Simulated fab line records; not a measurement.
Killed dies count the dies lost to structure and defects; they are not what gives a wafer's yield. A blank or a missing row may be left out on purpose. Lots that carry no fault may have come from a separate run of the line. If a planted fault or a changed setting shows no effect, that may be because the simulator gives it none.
Which of the tools did it? :: flow gf180mcu :: 36 wafers from 12 lots sampled at 6 of the route's 602 steps

## WHAT THE GAUGES READ, wafer by wafer
GF_TOP_METAL_THK_MEAS_06: measures by xrf.
lot: L075
measured: day 27 15:10
on: film_metro-02
TOP_METAL_ALCU_THK (nm): 891 907 890

lot: L077
measured: day 28 03:47
on: film_metro-03
TOP_METAL_ALCU_THK (nm): 877 880 888

lot: L079
measured: day 28 20:53
on: film_metro-03
TOP_METAL_ALCU_THK (nm): 878 887 882

lot: L081
measured: day 29 15:05
on: film_metro-03
TOP_METAL_ALCU_THK (nm): 891 895 899

lot: L083
measured: day 30 03:23
on: film_metro-04
TOP_METAL_ALCU_THK (nm): 887 889 890

lot: L085
measured: day 30 14:53
on: film_metro-02
TOP_METAL_ALCU_THK (nm): 909 909 905

lot: L087
measured: day 31 05:22
on: film_metro-03
TOP_METAL_ALCU_THK (nm): 879 882 876

lot: L090
measured: day 32 06:50
on: film_metro-03
TOP_METAL_ALCU_THK (nm): 895 894 894

lot: L091
measured: day 32 09:53
on: film_metro-04
TOP_METAL_ALCU_THK (nm): 881 885 886

lot: L093
measured: day 32 16:02
on: film_metro-02
TOP_METAL_ALCU_THK (nm): 903 901 906

lot: L095
measured: day 33 11:40
on: film_metro-04
TOP_METAL_ALCU_THK (nm): 874 873 869

lot: L097
measured: day 34 01:17
on: film_metro-02
TOP_METAL_ALCU_THK (nm): 882 897 888

## EACH LOT AND THE TOOL THAT RAN IT (in order: tool; ch and the chambers of the sampled wafers; start)
lot: L075
GF_V1_SPUTTER_22: pvd_sputter-01, day 18 11:14
GF_M2_SPUTTER_01: pvd_sputter-04, day 18 11:58
GF_M2_SPUTTER_02: pvd_sputter-04, day 18 11:59
GF_V4_SPUTTER_22: pvd_sputter-03, day 24 19:34
GF_V5_SPUTTER_21: pvd_sputter-02, day 27 13:59

lot: L077
GF_V1_SPUTTER_22: pvd_sputter-04, day 19 05:59
GF_M2_SPUTTER_01: pvd_sputter-01, day 19 06:43
GF_M2_SPUTTER_02: pvd_sputter-01, day 19 06:44
GF_V4_SPUTTER_22: pvd_sputter-03, day 25 09:17
GF_V5_SPUTTER_21: pvd_sputter-04, day 28 02:44

lot: L079
GF_V1_SPUTTER_22: pvd_sputter-01, day 20 00:23
GF_M2_SPUTTER_01: pvd_sputter-04, day 20 01:08
GF_M2_SPUTTER_02: pvd_sputter-04, day 20 01:10
GF_V4_SPUTTER_22: pvd_sputter-01, day 26 04:20
GF_V5_SPUTTER_21: pvd_sputter-02, day 28 19:51

lot: L081
GF_V1_SPUTTER_22: pvd_sputter-01, day 20 23:29
GF_M2_SPUTTER_01: pvd_sputter-04, day 21 00:13
GF_M2_SPUTTER_02: pvd_sputter-04, day 21 00:15
GF_V4_SPUTTER_22: pvd_sputter-03, day 26 23:35
GF_V5_SPUTTER_21: pvd_sputter-04, day 29 14:02

lot: L083
GF_V1_SPUTTER_22: pvd_sputter-01, day 21 16:38
GF_M2_SPUTTER_01: pvd_sputter-04, day 21 17:29
GF_M2_SPUTTER_02: pvd_sputter-04, day 21 17:31
GF_V4_SPUTTER_22: pvd_sputter-01, day 27 13:53
GF_V5_SPUTTER_21: pvd_sputter-01, day 30 02:20

lot: L085
GF_V1_SPUTTER_22: pvd_sputter-01, day 22 06:31
GF_M2_SPUTTER_01: pvd_sputter-03, day 22 07:16
GF_M2_SPUTTER_02: pvd_sputter-03, day 22 07:17
GF_V4_SPUTTER_22: pvd_sputter-02, day 28 02:08
GF_V5_SPUTTER_21: pvd_sputter-02, day 30 13:43

lot: L087
GF_V1_SPUTTER_22: pvd_sputter-02, day 22 22:08
GF_M2_SPUTTER_01: pvd_sputter-04, day 22 22:52
GF_M2_SPUTTER_02: pvd_sputter-04, day 22 22:54
GF_V4_SPUTTER_22: pvd_sputter-03, day 28 15:58
GF_V5_SPUTTER_21: pvd_sputter-01, day 31 04:19

lot: L090
GF_V1_SPUTTER_22: pvd_sputter-04, day 24 11:41
GF_M2_SPUTTER_01: pvd_sputter-01, day 24 12:25
GF_M2_SPUTTER_02: pvd_sputter-01, day 24 12:27
GF_V4_SPUTTER_22: pvd_sputter-03, day 29 21:19
GF_V5_SPUTTER_21: pvd_sputter-04, day 32 05:43

lot: L091
GF_V1_SPUTTER_22: pvd_sputter-02, day 24 14:11
GF_M2_SPUTTER_01: pvd_sputter-03, day 24 14:55
GF_M2_SPUTTER_02: pvd_sputter-03, day 24 14:56
GF_V4_SPUTTER_22: pvd_sputter-01, day 30 00:27
GF_V5_SPUTTER_21: pvd_sputter-02, day 32 08:50

lot: L093
GF_V1_SPUTTER_22: pvd_sputter-04, day 24 21:10
GF_M2_SPUTTER_01: pvd_sputter-01, day 25 00:18
GF_M2_SPUTTER_02: pvd_sputter-01, day 25 00:20
GF_V4_SPUTTER_22: pvd_sputter-01, day 30 07:26
GF_V5_SPUTTER_21: pvd_sputter-01, day 32 14:59

lot: L095
GF_V1_SPUTTER_22: pvd_sputter-04, day 25 22:56
GF_M2_SPUTTER_01: pvd_sputter-03, day 25 23:53
GF_M2_SPUTTER_02: pvd_sputter-03, day 25 23:55
GF_V4_SPUTTER_22: pvd_sputter-02, day 31 05:16
GF_V5_SPUTTER_21: pvd_sputter-01, day 33 10:38

lot: L097
GF_V1_SPUTTER_22: pvd_sputter-02, day 26 16:13
GF_M2_SPUTTER_01: pvd_sputter-03, day 26 16:58
GF_M2_SPUTTER_02: pvd_sputter-03, day 26 16:59
GF_V4_SPUTTER_22: pvd_sputter-03, day 31 19:28
GF_V5_SPUTTER_21: pvd_sputter-01, day 34 00:14
- GF_V1_SPUTTER_22: material TiN, target thk 10 nm, time 40 s.
- GF_M2_SPUTTER_01: material TiN, target thk 30 nm, time 25 s.
- GF_M2_SPUTTER_02: material AlCu, target thk 450 nm, time 23.9 s.
- GF_V4_SPUTTER_22: material TiN, target thk 10 nm, time 40 s.
- GF_V5_SPUTTER_21: material Ti, target thk 15 nm, time 80.02 s.

## THE ANSWER, worked out from the rows above alone
Rule: the lots themselves supply what counts as usual. Put in order of their means at a reading, lots are off if they are a third of the lots or fewer, leave a main group of 4 or more, and stand apart from it by a gap of 3 or more times the standard deviation of the main group's means; of several such gaps the widest counts. If all means in a main group match to the digits the tables above print for the reading, that group is not used. A lot without any number at a reading at which 4 lots or more have one is off too. Any other lot the step has rows for is counted as sound.
None of the lots is off at any reading shown; this tells nothing.

## WHAT THE SIMULATOR HAD PUT IN
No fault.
